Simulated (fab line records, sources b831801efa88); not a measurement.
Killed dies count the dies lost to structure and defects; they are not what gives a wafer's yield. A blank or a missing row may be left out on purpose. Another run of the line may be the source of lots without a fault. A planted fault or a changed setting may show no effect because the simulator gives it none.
8D (eight disciplines) problem report, filled in by code / flow sfq line / the parts of the form that need people (team, actions taken, sign-off) are left out

## 1. WHAT IS WRONG
Mean M0_NB_RS at SFQ_M0_RS_MEAS_904: 1.192 ohm/sq over 6 wafers in 2 lots; fault-free wafers: 0.891 ohm/sq, standard deviation 0.0078. Measured from the usual mean, that is +39 standard deviations.
The step: measures by four-point-probe.
Earliest sighting: wafer L713.3 on film metro-03 at day 13 06:01. The record has a number at this step for 42 wafers belonging to 14 lots. By rule, "out" or "out of limits" means more than 4 standard deviations away from the usual mean. The rest of the wafers with a number are treated as sound.

## 2. WHAT IT IS AND WHAT IT IS NOT
question=which readings at this step | is=M0_NB_RS | is not=-
question=which lots | is=L713, L715 | is not=L697, L698, L699, L701, L703, L704, L705, L708, L710, L712, L714, L720
question=which wafers of those lots | is=all that have a number | is not=-
question=read on which gauges | is=film metro-03 | is not=film metro-01, film metro-04
question=when | is=from day 13 06:01 | is not=up to then (30 sound wafers); but 6 sound wafers of L714, L720 came after

## 3. WHAT RULES OUT EACH SUSPECT
Counting: any tool at a process step up to the reading is kept as a suspect provided that every lot that is out went through it and no sound lot did after the first of them.
- ruled out: the gauge at SFQ_M0_RS_MEAS_904. All the wafers that are out were read on film metro-03, but those of them that SFQ_TRILAYER_M0_ETCH_METAL_ETCH_024 has rows for are out there too, on other tools.
- pvd sputter-04 at SFQ_TRILAYER_M0_DEP_SPUTTER_019 (material Nb, target thk 200 nm, time 133.3 s): kept. Every lot that is out went through it, starting with L713 (day 13 05:53), and after that it ran no sound lot; the last sound lot it ran before then is L708 (day 11 11:46).
Left after counting: pvd sputter-04 at SFQ_TRILAYER_M0_DEP_SPUTTER_019.

## 4. THE CAUSE (what the simulator had put in)
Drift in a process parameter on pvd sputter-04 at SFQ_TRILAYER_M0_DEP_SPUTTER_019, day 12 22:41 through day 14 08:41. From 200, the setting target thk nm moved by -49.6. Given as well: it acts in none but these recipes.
Counting left only this tool.

## 5. THE CHAIN OF EFFECTS, in route order
Each row: a reading whose mean over the struck wafers that have a number lies more than 3 standard deviations from the usual. Only readings whose record carries a usual standard deviation are examined. hours: median over the lots of the time between each lot's start at the first step of this table that gives one and its start at this step. sigmas: the change, counted in usual standard deviations.
hours=0; step=SFQ_M0_RS_MEAS_904; reading=M0_NB_RS; usual=0.891 ohm/sq; on struck wafers=1.192; change=+0.301; sigmas=+39
hours=133; step=SFQ_TRILAYER_M0_ETCH_METAL_ETCH_024; reading=oes product au; usual=0.893 a.u.; on struck wafers=0.763; change=-0.130; sigmas=-22
Process steps it contains:
- SFQ_TRILAYER_M0_ETCH_METAL_ETCH_024: etches Nb in Cl2/Ar, stops on SiO2, target depth 240 nm, time 120 s.
Later steps that measure or inspect, where all struck wafers having a row at the step show a number for every such reading and not one has moved that far: SFQ_R5_OVL_MEAS_935.

## 6. HOW IT WOULD HAVE BEEN CAUGHT EARLIER
In this record the first reading out of limits at a measuring or inspecting step was taken at day 13 06:01, 7 hours after the fault began at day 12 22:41.
Of the tool readings at SFQ_TRILAYER_M0_DEP_SPUTTER_019 for which the record gives a usual standard deviation, none was out on any struck wafer, so an alarm limit of 4 standard deviations on them would not have fired.
Lots out: 2; of these, L715 started SFQ_TRILAYER_M0_DEP_SPUTTER_019 on pvd sputter-04 after day 13 06:01. Had the tool been put on hold then, it would have been spared.
